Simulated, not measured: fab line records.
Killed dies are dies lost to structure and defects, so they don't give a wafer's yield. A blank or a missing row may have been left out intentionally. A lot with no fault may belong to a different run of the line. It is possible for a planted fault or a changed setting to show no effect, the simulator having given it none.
What tool caused it? + flow gf180mcu + 24 lots with 72 wafers sampled at 2 steps, on a route of 602 steps

WHAT THE GAUGES READ, wafer by wafer
GF_POLY_GATE_OVL_MEAS_11. Usual: POLY_GATE_OVL gives -5 nm (standard deviation 6).
| lot  | measured     | on         | POLY_GATE_OVL (nm) | flag |
|------|--------------|------------|--------------------|------|
| L074 | day 10 07:17 | overlay-01 | -7 4 -2            |      |
| L075 | day 10 19:56 | overlay-01 | 3 3 6              |      |
| L076 | day 10 23:17 | overlay-02 | -1 1 -1            |      |
| L077 | day 11 11:26 | overlay-01 | -6 -11 -7          |      |
| L078 | day 11 15:32 | overlay-01 | -4 -7 -6           |      |
| L079 | day 11 20:27 | overlay-01 | -16 -7 -15         |      |
| L080 | day 12 04:16 | overlay-02 | -8 -14 -7          |      |
| L081 | day 12 09:45 | overlay-01 | -5 -13 -6          |      |
| L082 | day 12 19:00 | overlay-01 | -6 -12 -5          |      |
| L083 | day 12 23:41 | overlay-01 | -9 -6 -3           |      |
| L084 | day 13 05:36 | overlay-02 | -8 1 -6            |      |
| L085 | day 13 11:09 | overlay-01 | -12 -3 -3          |      |
| L086 | day 13 21:18 | overlay-02 | 4 5 5              |      |
| L087 | day 14 02:39 | overlay-01 | -8 -10 -6          |      |
| L088 | day 14 07:20 | overlay-02 | -3 -2 -6           |      |
| L089 | day 14 15:47 | overlay-01 | -2 -9 -7           |      |
| L090 | day 14 22:17 | overlay-01 | 1 4 -4             |      |
| L091 | day 15 04:20 | overlay-01 | -14 3 -1           |      |
| L092 | day 15 10:12 | overlay-01 | -3 -13 -8          |      |
| L093 | day 15 18:11 | overlay-01 | 1 -3 -4            |      |
| L094 | day 15 23:08 | overlay-01 | -1 -1 -3           |      |
| L095 | day 16 04:26 | overlay-02 | -5 -1 -10          |      |
| L096 | day 16 17:22 | overlay-01 | -3 -9 -12          |      |
| L097 | day 16 17:00 | overlay-01 | -14 -14 -10        |      |

WHAT TOOL EACH LOT RAN ON (gives the tool, then ch and the chambers of the sampled wafers, and finally the start)
| lot  | GF_MVSD_STRIP_10                     |
|------|--------------------------------------|
| L074 | plasma-asher-02 ch 0,1, day 4 22:07  |
| L075 | plasma-asher-02 ch 0,1, day 5 07:31  |
| L076 | plasma-asher-01 ch 0,1, day 5 10:08  |
| L077 | plasma-asher-02 ch 0,1, day 5 16:58  |
| L078 | plasma-asher-02 ch 0,1, day 6 01:53  |
| L079 | plasma-asher-02 ch 0,1, day 6 05:14  |
| L080 | plasma-asher-02 ch 0,1, day 6 11:04  |
| L081 | plasma-asher-04 ch 0,1, day 6 16:13  |
| L082 | plasma-asher-02 ch 0,1, day 7 00:20  |
| L083 | plasma-asher-04 ch 0,1, day 7 04:31  |
| L084 | plasma-asher-02 ch 0,1, day 7 11:05  |
| L085 | plasma-asher-01 ch 0,1, day 7 17:53  |
| L086 | plasma-asher-02 ch 0,1, day 7 23:18  |
| L087 | plasma-asher-04 ch 0,1, day 8 04:07  |
| L088 | plasma-asher-02 ch 0,1, day 8 10:40  |
| L089 | plasma-asher-02 ch 0,1, day 8 13:49  |
| L090 | plasma-asher-04 ch 0,1, day 8 19:54  |
| L091 | plasma-asher-04 ch 0,1, day 9 00:41  |
| L092 | plasma-asher-02 ch 0,1, day 9 06:29  |
| L093 | plasma-asher-04 ch 0,1, day 9 10:00  |
| L094 | plasma-asher-01 ch 0,1, day 9 16:18  |
| L095 | plasma-asher-01 ch 0,1, day 9 20:30  |
| L096 | plasma-asher-04 ch 0,1, day 10 03:56 |
| L097 | plasma-asher-01 ch 0,1, day 10 07:53 |
- GF_MVSD_STRIP_10: strips in O2/N2.

WHAT THE TOOLS THEMSELVES READ (means of the sampled wafers that have a number; where no wafer has one, the mark that the record gives instead)
GF_MVSD_STRIP_10. Usual: drypump-motor-current-A 5.5 A, standard deviation 0.36; heater-power-w 366 W, standard deviation 53; oes-product-au 0.723 a.u., standard deviation 0.0045; strip-time-to-endpoint-s 37.00 s, standard deviation 0.094.
| lot  | tool            | drypump-motor-current-A (A) | heater-power-w (W) | oes-product-au (a.u.) | strip-time-to-endpoint-s (s) | flag |
|------|-----------------|-----------------------------|--------------------|-----------------------|------------------------------|------|
| L074 | plasma-asher-02 | 5.6                         | 337                | 0.724                 | 37.10                        |      |
| L075 | plasma-asher-02 | 5.3                         | 317                | 0.724                 | 37.00                        |      |
| L076 | plasma-asher-01 | 5.6                         | 407                | 0.723                 | 36.98                        |      |
| L077 | plasma-asher-02 | 5.6                         | 340                | 0.724                 | 37.03                        |      |
| L078 | plasma-asher-02 | 5.3                         | 321                | 0.723                 | 36.82                        |      |
| L079 | plasma-asher-02 | 5.6                         | 341                | 0.726                 | 36.95                        |      |
| L080 | plasma-asher-02 | 5.3                         | 324                | 0.721                 | 36.88                        |      |
| L081 | plasma-asher-04 | 5.3                         | 368                | 0.721                 | 36.98                        |      |
| L082 | plasma-asher-02 | 5.6                         | 345                | 0.724                 | 37.07                        |      |
| L083 | plasma-asher-04 | 5.3                         | 364                | 0.724                 | 36.86                        |      |
| L084 | plasma-asher-02 | 5.3                         | 321                | 0.721                 | 37.00                        |      |
| L085 | plasma-asher-01 | 5.6                         | 421                | 0.726                 | 37.00                        |      |
| L086 | plasma-asher-02 | 5.4                         | 322                | 0.721                 | 37.05                        |      |
| L087 | plasma-asher-04 | 5.6                         | 403                | 0.722                 | 36.98                        |      |
| L088 | plasma-asher-02 | 5.6                         | 342                | 0.721                 | 37.11                        |      |
| L089 | plasma-asher-02 | 5.3                         | 325                | 0.726                 | 37.18                        |      |
| L090 | plasma-asher-04 | 5.7                         | 405                | 0.730                 | 36.92                        |      |
| L091 | plasma-asher-04 | 5.6                         | 403                | 0.720                 | 36.97                        |      |
| L092 | plasma-asher-02 | 5.3                         | 322                | 0.723                 | 37.09                        |      |
| L093 | plasma-asher-04 | 5.7                         | 398                | 0.723                 | 37.08                        |      |
| L094 | plasma-asher-01 | 5.6                         | 437                | 0.722                 | 37.07                        |      |
| L095 | plasma-asher-01 | 5.6                         | 429                | 0.722                 | 36.98                        |      |
| L096 | plasma-asher-04 | 5.3                         | 369                | 0.727                 | 37.00                        |      |
| L097 | plasma-asher-01 | 5.6                         | 411                | 0.723                 | 36.97                        |      |

THE ANSWER, worked out from the rows above alone
Rule: take the mean of a lot's wafers that have a number; if it is more than 3 standard deviations from the usual mean, the lot is off. Also off: a lot with no number at a reading for which 4 or more lots have one. Any other lot the step has rows for is counted as sound. The gauges are gone through in route order, then the tools' own readings, and for those a lot's mean is taken as printed above. At the first step where some lot is off, the reading lying furthest off is the one used; lots without a number count as furthest.
No lot is off at any reading shown: from this, nothing can be told.

WHAT WAS PUT IN BY THE SIMULATOR
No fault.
